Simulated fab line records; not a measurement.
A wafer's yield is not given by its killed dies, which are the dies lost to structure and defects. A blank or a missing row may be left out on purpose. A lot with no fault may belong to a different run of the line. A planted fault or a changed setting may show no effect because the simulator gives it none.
Comparing a struck lot with a sound one ; flow sky130 ; 18 steps out of a route of 708
Sound: the wafers L202.1, L202.4, L202.5. Struck: wafer L213.4 (L213.2, L213.6, from the same lot, were not struck and are left out); the cause is given at the end.
For every step that has rows: the tool of each side, followed by ch and its chambers, followed by its first start. Under that, the readings that differ: sound wafers ; struck wafers ; difference of the means ; sigmas: that difference in standard deviations of wafers without a fault.
alike: readings whose means differ by less than 2 such deviations, and words and numbers that are the same on both sides. not compared: withheld readings, readings that some wafer has no value for, bounds like >300 that may hide the same value, and numbers for which the record gives no deviation and whose values overlap.
A row with sigmas, a row that says differs or no value, or rows on one side alone: a step with any of these is where the two part. Numbers that don't overlap but have no deviation are shown without sigmas and don't part them. Lack of a reading on every wafer of one side parts them only where that side has two or more wafers.

first, 1 step without rows for these wafers: SKY_POLY_GATE_CVD_03 (deposits Si3N4 from DCS/NH3, target thk 75 nm, time 1290 s).
SKY_POLY_GATE_THK_MEAS_04:
  struck on film-metro-01, day 19 14:04; sound on film-metro-04, day 15 16:03
  alike: POLY_GATE_CVD_03_THK
then, 8 steps without rows for these wafers: SKY_POLY_GATE_DEHYDRATE_05 (time 60 s); SKY_POLY_GATE_HMDS_06 (prime time 60 s); SKY_POLY_GATE_COAT_07 (resist thk 110 nm); SKY_POLY_GATE_COAT_08 (resist thk 450 nm); SKY_POLY_GATE_SOFTBAKE_09 (time 90 s); SKY_POLY_GATE_EXPOSE_10 (exposes mask P1M, target cd 150 nm); SKY_POLY_GATE_PEB_11; SKY_POLY_GATE_DEVELOP_12 (develop time 60 s).
SKY_POLY_GATE_CD_MEAS_13: target cd 150 nm.
  struck on cd-sem-02, day 20 20:50; sound on cd-sem-01, day 16 20:27
  alike: cd-nm
SKY_POLY_GATE_OVL_MEAS_14:
  struck on overlay-02, day 20 20:56; sound on overlay-01, day 16 20:34
  alike: POLY_GATE_OVL
SKY_POLY_GATE_ETCH_15: etches BARC in N2/H2, stops on SiO2, time 118.5 s, target depth 110 nm.
  sound on rie-diel-02 ch 0,3, day 16 20:37; struck on rie-diel-03 ch 0, day 20 20:58
reading;sound;struck;difference;sigmas
model.KrF-thick_of_POLY_GATE_COAT_08.thk-nm (nm);348.6 346.1 349.8;360.5;+12.3;
model.POLY_GATE.cd-nm (nm);148 149.6 146.6;151.5;+3.4;
  alike: bias-w, drypump-motor-current-A, oes-product-au, throttle-valve-pct
  not compared: rf-hours-counter-h
SKY_POLY_GATE_ETCH_16: etches Si3N4 in CH3F/O2, stops on poly-Si, time 147.5 s, target depth 75 nm.
  sound on rie-diel-02 ch 0,3, day 16 20:41; struck on rie-diel-03 ch 0, day 20 21:04
  alike: bias-w, drypump-motor-current-A, oes-product-au, throttle-valve-pct
  not compared: rf-hours-counter-h
SKY_POLY_GATE_ETCH_17: etches poly-Si in HBr/Cl2, stops on SiO2, target depth 180 nm, time 70.5 s.
  sound on rie-si-01 ch 2,3, day 16 20:47; struck on rie-si-01 ch 3, day 20 21:10
reading;sound;struck;difference;sigmas
model.KrF-thick_of_POLY_GATE_COAT_08.thk-nm (nm);145.2 146 150.8;155.4;+8.1;
model.POLY_GATE.cd-nm (nm);147.6 148.6 145.5;150.7;+3.5;
  alike: bias-w, drypump-motor-current-A, mfc-cl2-sccm, oes-product-au, throttle-valve-pct
  not compared: rf-hours-counter-h
SKY_POLY_GATE_STRIP_18: strips in O2/N2.
  sound on plasma-asher-03 ch 0,1, day 16 20:51; struck on plasma-asher-01 ch 0, day 20 21:13
  alike: drypump-motor-current-A, oes-product-au, strip-time-to-endpoint-s
  not compared: rf-hours-counter-h
then, 1 step without rows for these wafers: SKY_POLY_GATE_CLEAN_19 (cleans in SC1/SC2, time 150 s).
-- here the record skips 28 days between the struck wafers' starts before and after, leaving off in module POLY_GATE and picking up in module PAD_OPEN (first step shown: number 708 of the route) --
SKY_PAD_OPEN_PROBE_99:
  struck on prober-02, day 48 18:43; sound on prober-02, day 46 11:51
reading;sound;struck;difference;sigmas
killed-at-other;0 0 0;2;+2;+4
model.etest.res-poly.line-ohm-um;513.4 514.5 516.1;498.6;-16.1;
model.etest.res-poly.width-nm (nm);93.3 94.08 91.82;96.14;+3.07;
model.etest.res-xhigh-po.width-nm (nm);350.4 349.8 347.9;352.1;+2.7;
  alike: killed_at_M0_to_M3, killed_at_M4_up, killed-at-contacts, killed-at-front-end, killed-dies, killed-open, killed-short

## WHERE THEY PART
SKY_PAD_OPEN_PROBE_99 only, going by this record.

WHY: what the simulator had put in
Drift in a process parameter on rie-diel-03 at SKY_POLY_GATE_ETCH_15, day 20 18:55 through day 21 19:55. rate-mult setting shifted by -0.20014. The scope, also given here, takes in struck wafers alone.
